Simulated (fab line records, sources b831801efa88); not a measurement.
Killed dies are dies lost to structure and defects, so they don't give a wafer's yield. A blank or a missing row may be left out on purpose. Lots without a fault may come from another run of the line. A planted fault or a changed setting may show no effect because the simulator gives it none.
Which tool did it? | flow gf180mcu | 11 lots, 33 wafers sampled, at 7 steps of a route of 602

WHAT THE GAUGES READ, wafer by wafer
GF_V3_OVL_MEAS_15.
lot  | measured     | on         | V3_OVL (nm)
L833 | day 22 13:57 | overlay-02 | -2 6 7
L834 | day 22 18:02 | overlay-02 | 15 14 12
L836 | day 23 14:11 | overlay-02 | 8 3 11
L838 | day 24 10:23 | overlay-02 | 7 -2 2
L839 | day 24 18:13 | overlay-01 | 1 -9 2
L842 | day 25 16:40 | overlay-02 | 6 2 4
L845 | day 26 17:41 | overlay-01 | -1 1 0
L847 | day 27 06:32 | overlay-01 | 3 -2 2
L852 | day 28 16:46 | overlay-01 | -9 -3 -4
L854 | day 29 06:41 | overlay-02 | -7 -9 -2
L856 | day 29 19:24 | overlay-02 | 3 3 0

GF_V3_RS_MEAS_24: measures by four-point-probe.
lot  | measured     | on            | V3_W_RS (ohm/sq)
L833 | day 22 14:53 | film_metro-01 | 0.328 0.332 0.330
L834 | day 22 19:02 | film_metro-01 | 0.322 0.321 0.322
L836 | day 23 15:07 | film_metro-02 | 0.329 0.330 0.330
L838 | day 24 11:42 | film_metro-01 | 0.331 0.333 0.332
L839 | day 24 19:10 | film_metro-03 | 0.326 0.326 0.324
L842 | day 25 17:35 | film_metro-02 | 0.329 0.332 0.330
L845 | day 26 18:56 | film_metro-01 | 0.562 0.326 0.331
L847 | day 27 07:28 | film_metro-01 | 0.328 0.579 0.582
L852 | day 28 17:41 | film_metro-02 | 0.323 0.329 0.328
L854 | day 29 07:36 | film_metro-02 | 0.328 0.330 0.327
L856 | day 29 20:20 | film_metro-02 | 0.324 0.321 0.326

GF_V3_THK_MEAS_25: measures by xrf.
lot  | measured     | on            | V3_W_THK (nm)
L833 | day 22 14:59 | film_metro-01 | 355 351 356
L834 | day 22 19:09 | film_metro-01 | 361 365 364
L836 | day 23 15:13 | film_metro-02 | 352 350 352
L838 | day 24 11:49 | film_metro-01 | 351 350 352
L839 | day 24 19:17 | film_metro-03 | 359 360 360
L842 | day 25 17:42 | film_metro-02 | 350 350 349
L845 | day 26 19:04 | film_metro-01 | 207 361 355
L847 | day 27 07:35 | film_metro-01 | 355 200 200
L852 | day 28 17:48 | film_metro-02 | 355 348 350
L854 | day 29 07:43 | film_metro-02 | 350 348 350
L856 | day 29 20:26 | film_metro-02 | 354 358 354

GF_M4_CD_MEAS_14: target cd 280 nm.
lot  | measured     | on        | cd_nm (nm)
L833 | day 23 14:25 | cd_sem-01 | 280.9 279.9 280.3
L834 | day 23 18:18 | cd_sem-01 | 280.3 280.4 280.6
L836 | day 24 13:49 | cd_sem-02 | 278.8 279.3 281.0
L838 | day 25 10:22 | cd_sem-01 | 281.4 281.4 281.5
L839 | day 25 17:04 | cd_sem-02 | 278.4 278.8 278.6
L842 | day 26 14:50 | cd_sem-01 | 281.0 281.3 281.3
L845 | day 27 16:05 | cd_sem-02 | 278.9 278.8 277.7
L847 | day 28 04:43 | cd_sem-02 | 283.3 282.8 282.1
L852 | day 29 14:06 | cd_sem-02 | 280.9 279.9 281.3
L854 | day 30 03:37 | cd_sem-01 | 281.7 280.9 281.8
L856 | day 30 15:45 | cd_sem-01 | 279.3 279.9 279.8

WHICH TOOL RAN EACH LOT (tool, then ch and the chambers of the sampled wafers, then the start)
lot  | GF_V3_SPUTTER_22             | GF_V3_CVD_23                  | GF_V3_CMP_26
L833 | pvd_sputter-02, day 22 14:42 | cvd_w-01 ch 0,1, day 22 14:46 | cmp-02 ch 2,3, day 22 15:02
L834 | pvd_sputter-01, day 22 18:52 | cvd_w-02 ch 0,1, day 22 18:55 | cmp-01 ch 0,3, day 22 19:12
L836 | pvd_sputter-02, day 23 14:56 | cvd_w-01 ch 0,1, day 23 15:01 | cmp-01 ch 2,3, day 23 15:16
L838 | pvd_sputter-03, day 24 11:32 | cvd_w-01 ch 0,1, day 24 11:34 | cmp-02 ch 0,1,2, day 24 12:01
L839 | pvd_sputter-01, day 24 19:01 | cvd_w-02 ch 0,1, day 24 19:04 | cmp-01 ch 0,1,3, day 24 19:21
L842 | pvd_sputter-01, day 25 17:26 | cvd_w-01 ch 1, day 25 17:28   | cmp-02 ch 2,3, day 25 17:46
L845 | pvd_sputter-03, day 26 18:47 | cvd_w-01 ch 0,1, day 26 18:50 | cmp-02 ch 0,1,2, day 26 19:10
L847 | pvd_sputter-01, day 27 07:17 | cvd_w-01 ch 0,1, day 27 07:20 | cmp-02 ch 0,1, day 27 07:38
L852 | pvd_sputter-03, day 28 17:32 | cvd_w-02 ch 0,1, day 28 17:34 | cmp-01 ch 0,2,3, day 28 18:01
L854 | pvd_sputter-02, day 29 07:27 | cvd_w-02 ch 0,1, day 29 07:29 | cmp-01 ch 2,3, day 29 07:50
L856 | pvd_sputter-01, day 29 20:09 | cvd_w-02 ch 0,1, day 29 20:13 | cmp-01 ch 0,3, day 29 20:44
- GF_V3_SPUTTER_22: material TiN, target thk 10 nm, time 40 s.
- GF_V3_CVD_23: deposits W, target thk 350 nm, time 104.9 s.
- GF_V3_CMP_26: polishes, stops on SiO2, t overpolish 15 s, target thk 0 nm.

WHAT THE TOOLS THEMSELVES READ (means of the sampled wafers that have a number; where no wafer has one, the mark that the record gives instead)
GF_V3_SPUTTER_22.
lot  | tool           | throttle_valve_pct (%)
L833 | pvd_sputter-02 | 30.8
L834 | pvd_sputter-01 | 29.2
L836 | pvd_sputter-02 | 30.2
L838 | pvd_sputter-03 | 29.4
L839 | pvd_sputter-01 | 29.2
L842 | pvd_sputter-01 | 28.5
L845 | pvd_sputter-03 | 30.8
L847 | pvd_sputter-01 | 29.2
L852 | pvd_sputter-03 | 30.7
L854 | pvd_sputter-02 | 30.2
L856 | pvd_sputter-01 | 29.6

GF_V3_CVD_23.
lot  | tool     | heater_power_w (W)
L833 | cvd_w-01 | 812
L834 | cvd_w-02 | 992
L836 | cvd_w-01 | 813
L838 | cvd_w-01 | 746
L839 | cvd_w-02 | 926
L842 | cvd_w-01 | 873
L845 | cvd_w-01 | 762
L847 | cvd_w-01 | 800
L852 | cvd_w-02 | 954
L854 | cvd_w-02 | 936
L856 | cvd_w-02 | 960

GF_V3_CMP_26.
lot  | tool   | edge_zone_pressure_frac | motor_current_A (A) | retaining_ring_pressure_frac | time_to_endpoint_s (s)
L833 | cmp-02 | 0.997                   | 11.4                | 1.002                        | 82
L834 | cmp-01 | 1.002                   | 11.6                | 1.004                        | 87
L836 | cmp-01 | 1.004                   | 11.5                | 0.997                        | 90
L838 | cmp-02 | 1.003                   | 11.7                | 1.003                        | 86
L839 | cmp-01 | 1.005                   | 10.7                | 1.004                        | 90
L842 | cmp-02 | 1.002                   | 11.5                | 0.997                        | 86
L845 | cmp-02 | 1.001                   | 11.6                | 0.999                        | 76
L847 | cmp-02 | 1.001                   | 11.2                | 1.000                        | 63
L852 | cmp-01 | 0.998                   | 11.3                | 0.999                        | 87
L854 | cmp-01 | 1.002                   | 11.1                | 1.005                        | 82
L856 | cmp-01 | 1.003                   | 11.2                | 1.006                        | 90

THE ANSWER, worked out from the rows above alone
Rule: what is usual is taken from the lots themselves. Put in order of their means at a reading, lots are off if they are a third of the lots or fewer, leave a main group of 4 or more, and stand apart from it by a gap of 3 or more times the standard deviation of the main group's means; of several such gaps the widest counts. A main group whose means are all the same, to the digits that the tables above print for the reading, isn't used. A lot without any number at a reading at which 4 lots or more have one is off too. The other lots that the step has rows for count as sound. The gauges are gone through in route order, then the tools' own readings, and for those a lot's mean is taken as printed above. The first step at which some lot is off is used, and at that step the reading that is off furthest; a lot without a number counts as furthest.
Off: L845, L847, at GF_V3_RS_MEAS_24 (V3_W_RS). The main group: mean 0.328 ohm/sq, standard deviation 0.0032.
A tool fits if, at a process step before that reading, it ran every lot that is off, and no sound lot after the first of them. The gauges at GF_V3_RS_MEAS_24 are tried like those tools. Can't be told from this: 2 tools fit, cvd_w-01 at GF_V3_CVD_23, film_metro-01 at GF_V3_RS_MEAS_24.

WHAT THE SIMULATOR HAD PUT IN
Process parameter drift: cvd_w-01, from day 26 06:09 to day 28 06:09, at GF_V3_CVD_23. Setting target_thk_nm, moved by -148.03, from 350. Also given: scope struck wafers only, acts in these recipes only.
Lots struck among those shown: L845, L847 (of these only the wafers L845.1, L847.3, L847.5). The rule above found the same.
